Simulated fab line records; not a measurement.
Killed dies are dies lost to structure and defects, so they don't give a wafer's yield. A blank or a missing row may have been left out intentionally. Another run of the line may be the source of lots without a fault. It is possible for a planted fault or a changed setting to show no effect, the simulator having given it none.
What tool caused it?    flow gf180mcu    Sampling: 24 lots, 72 wafers, 5 of 602 route steps

WHAT THE GAUGES SHOWED, per wafer
GF_V2_CD_MEAS_14: the cd target is 260 nm.
lot   measured      on         cd-nm (nm)
L074  day 20 04:40  cd-sem-02  257.4 258.5 257.3
L075  day 20 14:52  cd-sem-01  260.4 260.3 261.4
L076  day 20 21:40  cd-sem-02  260.3 259.7 260.3
L077  day 21 14:32  cd-sem-01  260.3 259.2 260.6
L078  day 21 22:13  cd-sem-02  260.4 260.0 259.6
L079  day 22 03:34  cd-sem-01  259.3 259.3 258.4
L080  day 22 14:16  cd-sem-02  259.8 261.1 260.8
L081  day 22 21:58  cd-sem-02  257.7 260.4 259.2
L082  day 23 12:05  cd-sem-01  261.0 260.9 261.8
L083  day 23 13:47  cd-sem-01  257.7 259.0 259.1
L084  day 24 00:25  cd-sem-02  262.8 262.3 262.2
L085  day 24 09:25  cd-sem-01  261.5 261.8 261.6
L086  day 24 17:37  cd-sem-01  261.3 260.4 260.3
L087  day 25 02:14  cd-sem-02  259.3 260.8 260.4
L088  day 25 11:22  cd-sem-01  259.7 259.2 260.1
L089  day 25 22:55  cd-sem-02  260.7 259.9 261.0
L090  day 25 23:44  cd-sem-01  257.9 258.2 259.0
L091  day 26 08:13  cd-sem-02  261.8 262.4 261.7
L092  day 26 16:56  cd-sem-01  260.1 259.9 258.9
L093  day 26 18:53  cd-sem-02  260.5 260.2 261.0
L094  day 27 02:41  cd-sem-02  260.2 261.8 260.8
L095  day 27 11:34  cd-sem-02  261.1 261.6 260.9
L096  day 27 17:50  cd-sem-01  259.5 260.2 259.8
L097  day 27 22:24  cd-sem-01  260.8 258.9 259.6

GF_V2_RS_MEAS_24: a four-point-probe measurement.
lot   measured      on             V2_W_RS (ohm/sq)
L074  day 20 05:43  film-metro-04  0.325 0.322 0.321
L075  day 20 15:55  film-metro-04  0.326 0.322 0.326
L076  day 20 22:43  film-metro-04  0.326 0.326 0.325
L077  day 21 15:34  film-metro-04  0.326 0.324 0.331
L078  day 21 23:15  film-metro-02  0.318 0.321 0.319
L079  day 22 04:38  film-metro-04  0.332 0.331 0.330
L080  day 22 15:18  film-metro-02  0.327 0.325 0.327
L081  day 22 22:59  film-metro-04  0.325 0.327 0.326
L082  day 23 13:07  film-metro-04  0.322 0.327 0.329
L083  day 23 14:50  film-metro-03  0.332 0.328 0.329
L084  day 24 01:49  film-metro-02  0.330 0.328 0.330
L085  day 24 10:34  film-metro-03  0.318 0.325 0.316
L086  day 24 18:59  film-metro-03  0.326 0.334 0.324
L087  day 25 03:18  film-metro-04  0.329 0.328 0.327
L088  day 25 12:52  film-metro-04  0.328 0.330 0.328
L089  day 25 23:59  film-metro-04  0.327 0.321 0.325
L090  day 26 00:47  film-metro-04  0.327 0.329 0.329
L091  day 26 09:15  film-metro-02  0.329 0.329 0.329
L092  day 26 17:58  film-metro-03  0.330 0.326 0.331
L093  day 26 19:55  film-metro-03  0.325 0.327 0.327
L094  day 27 03:43  film-metro-02  0.328 0.329 0.323
L095  day 27 12:37  film-metro-03  0.330 0.324 0.330
L096  day 27 18:53  film-metro-04  0.324 0.325 0.324
L097  day 27 23:28  film-metro-04  0.322 0.328 0.329

GF_M4_RS_MEAS_05: a four-point-probe measurement.
lot   measured      on             M4_ALCU_RS (ohm/sq)
L074  day 22 09:16  film-metro-01  0.0693 0.0696 0.0697
L075  day 22 19:35  film-metro-04  0.0695 0.0685 0.0690
L076  day 23 01:27  film-metro-01  0.0701 0.0693 0.0698
L077  day 23 17:40  film-metro-03  0.0696 0.0698 0.0690
L078  day 24 01:07  film-metro-03  0.0688 0.0689 0.0694
L079  day 24 07:19  film-metro-04  0.0695 0.0689 0.0688
L080  day 24 16:38  film-metro-04  0.0708 0.0706 0.0706
L081  day 24 23:08  film-metro-01  0.0689 0.0697 0.0692
L082  day 25 12:31  film-metro-01  0.0703 0.0701 0.0699
L083  day 25 14:11  film-metro-04  0.0703 0.0708 0.0709
L084  day 26 01:01  film-metro-03  0.0698 0.0704 0.0704
L085  day 26 09:15  film-metro-01  0.0696 0.0687 0.0696
L086  day 26 16:43  film-metro-01  0.0692 0.0694 0.0694
L087  day 27 00:56  film-metro-01  0.0709 0.0699 0.0707
L088  day 27 09:13  film-metro-03  0.0700 0.0695 0.0695
L089  day 27 20:16  film-metro-01  0.0694 0.0701 0.0694
L090  day 27 21:28  film-metro-01  0.0688 0.0690 0.0689
L091  day 28 04:33  film-metro-01  0.0690 0.0695 0.0702
L092  day 28 13:54  film-metro-01  0.0697 0.0696 0.0703
L093  day 28 16:36  film-metro-03  0.0697 0.0695 0.0688
L094  day 28 22:52  film-metro-04  0.0704 0.0699 0.0702
L095  day 29 08:04  film-metro-04  0.0694 0.0695 0.0697
L096  day 29 14:13  film-metro-01  0.0702 0.0695 0.0701
L097  day 29 18:01  film-metro-03  0.0703 0.0694 0.0701

TOOL THAT RAN EACH LOT (tool first, then ch and the chambers of the sampled wafers, then the start)
lot   GF_V1_CVD_23                   GF_V2_SPUTTER_22
L074  cvd-w-01 ch 1, day 18 02:22    pvd-sputter-03, day 20 05:29
L075  cvd-w-01 ch 0,1, day 18 12:36  pvd-sputter-03, day 20 15:46
L076  cvd-w-02 ch 0,1, day 18 18:49  pvd-sputter-03, day 20 22:34
L077  cvd-w-01 ch 0,1, day 19 12:01  pvd-sputter-04, day 21 15:23
L078  cvd-w-02 ch 0,1, day 19 19:58  pvd-sputter-03, day 21 23:05
L079  cvd-w-01 ch 0,1, day 20 02:23  pvd-sputter-03, day 22 04:29
L080  cvd-w-01 ch 0,1, day 20 12:25  pvd-sputter-02, day 22 15:09
L081  cvd-w-02 ch 0, day 20 21:25    pvd-sputter-02, day 22 22:50
L082  cvd-w-02 ch 0, day 21 11:44    pvd-sputter-02, day 23 12:57
L083  cvd-w-01 ch 0, day 21 12:47    pvd-sputter-03, day 23 14:40
L084  cvd-w-02 ch 0,1, day 22 00:08  pvd-sputter-03, day 24 01:40
L085  cvd-w-01 ch 0,1, day 22 10:04  pvd-sputter-04, day 24 10:24
L086  cvd-w-02 ch 0,1, day 22 18:27  pvd-sputter-03, day 24 18:50
L087  cvd-w-02 ch 0,1, day 23 03:50  pvd-sputter-03, day 25 03:06
L088  cvd-w-01 ch 0,1, day 23 13:49  pvd-sputter-03, day 25 12:43
L089  cvd-w-02 ch 0,1, day 24 01:49  pvd-sputter-02, day 25 23:50
L090  cvd-w-01 ch 0,1, day 24 01:52  pvd-sputter-02, day 26 00:37
L091  cvd-w-01 ch 0,1, day 24 10:54  pvd-sputter-02, day 26 09:06
L092  cvd-w-02 ch 0,1, day 24 20:22  pvd-sputter-03, day 26 17:47
L093  cvd-w-02 ch 0,1, day 24 23:10  pvd-sputter-04, day 26 19:45
L094  cvd-w-02 ch 0, day 25 06:28    pvd-sputter-03, day 27 03:30
L095  cvd-w-01 ch 0,1, day 25 16:11  pvd-sputter-04, day 27 12:26
L096  cvd-w-01 ch 0,1, day 25 22:44  pvd-sputter-03, day 27 18:40
L097  cvd-w-01 ch 0,1, day 26 03:51  pvd-sputter-02, day 27 23:19
- GF_V1_CVD_23: deposits W, target thk 350 nm, time 105.05 s.
- GF_V2_SPUTTER_22: material TiN, target thk 10 nm, time 40 s.

AS READ BY THE TOOLS THEMSELVES (means over the sampled wafers that have a number; for cases with no such wafer, the mark the record gives instead)
GF_V1_CVD_23.
lot   tool      heater-power-w (W)  susceptor-temp-C (C)
L074  cvd-w-01  840                 400.10
L075  cvd-w-01  864                 400.07
L076  cvd-w-02  775                 400.05
L077  cvd-w-01  870                 400.19
L078  cvd-w-02  767                 400.04
L079  cvd-w-01  866                 400.09
L080  cvd-w-01  864                 400.11
L081  cvd-w-02  763                 399.91
L082  cvd-w-02  761                 400.00
L083  cvd-w-01  871                 400.00
L084  cvd-w-02  783                 400.33
L085  cvd-w-01  861                 399.92
L086  cvd-w-02  774                 399.90
L087  cvd-w-02  789                 400.06
L088  cvd-w-01  863                 399.89
L089  cvd-w-02  785                 400.21
L090  cvd-w-01  866                 399.97
L091  cvd-w-01  863                 399.87
L092  cvd-w-02  776                 399.96
L093  cvd-w-02  789                 400.14
L094  cvd-w-02  780                 400.45
L095  cvd-w-01  852                 400.02
L096  cvd-w-01  868                 399.86
L097  cvd-w-01  863                 400.05

GF_V2_SPUTTER_22.
lot   tool            throttle-valve-pct (%)
L074  pvd-sputter-03  29.7
L075  pvd-sputter-03  29.7
L076  pvd-sputter-03  29.8
L077  pvd-sputter-04  30.1
L078  pvd-sputter-03  29.8
L079  pvd-sputter-03  29.5
L080  pvd-sputter-02  30.3
L081  pvd-sputter-02  29.7
L082  pvd-sputter-02  29.9
L083  pvd-sputter-03  29.7
L084  pvd-sputter-03  29.8
L085  pvd-sputter-04  30.2
L086  pvd-sputter-03  29.7
L087  pvd-sputter-03  29.5
L088  pvd-sputter-03  29.5
L089  pvd-sputter-02  29.8
L090  pvd-sputter-02  29.6
L091  pvd-sputter-02  29.6
L092  pvd-sputter-03  29.9
L093  pvd-sputter-04  30.5
L094  pvd-sputter-03  29.8
L095  pvd-sputter-04  30.1
L096  pvd-sputter-03  29.6
L097  pvd-sputter-02  29.6

THE ANSWER, worked out from the rows above alone
Rule: the usual values come from the lots themselves. Put in order of their means at a reading, lots are off if they are a third of the lots or fewer, leave a main group of 4 or more, and stand apart from it by a gap of 3 or more times the standard deviation of the main group's means; of several such gaps the widest counts. The tables above print the reading to a certain number of digits; a main group whose means all agree to those digits is not used. A lot without any number at a reading at which 4 lots or more have one is off too. The other lots that the step has rows for count as sound. The gauges are gone through in route order, then the tools' own readings, and for those a lot's mean is taken as printed above. At the first step where some lot is off, the reading lying furthest off is the one used; lots without a number count as furthest.
Across all readings shown, no lot is off: no conclusion can be drawn from this.

WHAT HAD BEEN PUT IN BY THE SIMULATOR
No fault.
